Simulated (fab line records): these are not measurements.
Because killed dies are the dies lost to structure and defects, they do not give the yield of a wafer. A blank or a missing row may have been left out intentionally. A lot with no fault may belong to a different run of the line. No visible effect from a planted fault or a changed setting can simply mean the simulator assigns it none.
A single fault, viewed from 2 desks ; flow gf180mcu ; only its own numbers are on each desk; what lay behind them is given at the end

## FOR THE TOOL OWNER'S DESK: wet_bench-02
The tool's own readings at GF_SAB_WET_ETCH_12 (etches SiO2 in dHF, target depth 22 nm, time 440 s): means of the sampled wafers that have a number, for each lot that ran on this tool. Any lot whose mean is over 4 standard deviations away from the usual mean is out of limits and marked OUT; that distance is given in the brackets.
Columns: A = bath_heat_duty_pct at GF_SAB_WET_ETCH_12, usual 6.1 %; B = temp_c at GF_SAB_WET_ETCH_12, usual 24.99 C
lot;first seen here;A;B
L977;day 15 23:43;5.9;25.00
L978;day 16 04:43;6.8;24.92
L979;day 16 17:31;0.0 (-8.7) OUT;15.90 (-95) OUT
L981;day 17 08:39;0.0 (-8.7) OUT;15.89 (-95) OUT
L988;day 20 00:18;6.8;24.99
L990;day 20 14:46;6.6;25.02
L996;day 22 17:45;6.6;25.05
This desk's verdict: out of limits on L979, L981, starting with L979 at day 16 17:31 (bath_heat_duty_pct at GF_SAB_WET_ETCH_12). L977, L978, L988, L990, L996: within limits.

## METROLOGY DESK
What the gauges read for every lot (on any tool): the sampled wafers with a number, averaged. Any lot whose mean is over 4 standard deviations away from the usual mean is out of limits and marked OUT; that distance is given in the brackets.
Columns: A = SAB_OVL at GF_SAB_OVL_MEAS_10, usual -0.4 nm; B = SALICIDE_TIN_THK at GF_SALICIDE_THK_MEAS_05, usual 19.71 nm; C = CONTACT_CVD_00_THK at GF_CONTACT_THK_MEAS_01, usual 298 nm
lot;first seen here;A;B;C
L975;day 15 05:58;0.3;19.57;297
L976;day 15 12:40;-1.9;19.84;295
L977;day 15 23:40;-0.1;19.61;296
L978;day 16 04:39;-0.1;19.85;296
L979;day 16 17:28;-0.1;19.70;294
L981;day 17 08:36;-0.0;19.61;299
L988;day 20 00:14;-0.6;19.66;293
L990;day 20 14:43;0.3;19.83;298
L991;day 21 03:44;0.2;20.01;302
L993;day 21 19:26;0.1;19.32;302
L995;day 22 08:35;-1.0;19.72;301
L996;day 22 17:41;0.4;19.56;301
L997;day 22 19:11;-1.5;19.88;301
L998;day 23 06:24;0.1;19.63;296
Result from this desk: across the 14 lots, nothing is out of limits.

## PUT TOGETHER
The tool owner's desk could have raised an alarm at day 16 17:31, on L979, L981.
Metrology desk: nothing out of limits seen.
The metrology desk has L979, L981 on record, within its limits.
Of the lots named, all ran GF_SAB_WET_ETCH_12 on wet_bench-02.

## WHAT WAS PUT IN BY THE SIMULATOR
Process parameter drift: wet_bench-02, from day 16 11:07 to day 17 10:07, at GF_SAB_WET_ETCH_12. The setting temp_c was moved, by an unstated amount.
Shown lots that were struck: L979, L981.
How many hours passed from the start of the fault until each desk's first out-of-limits reading: the tool owner's desk, 6.
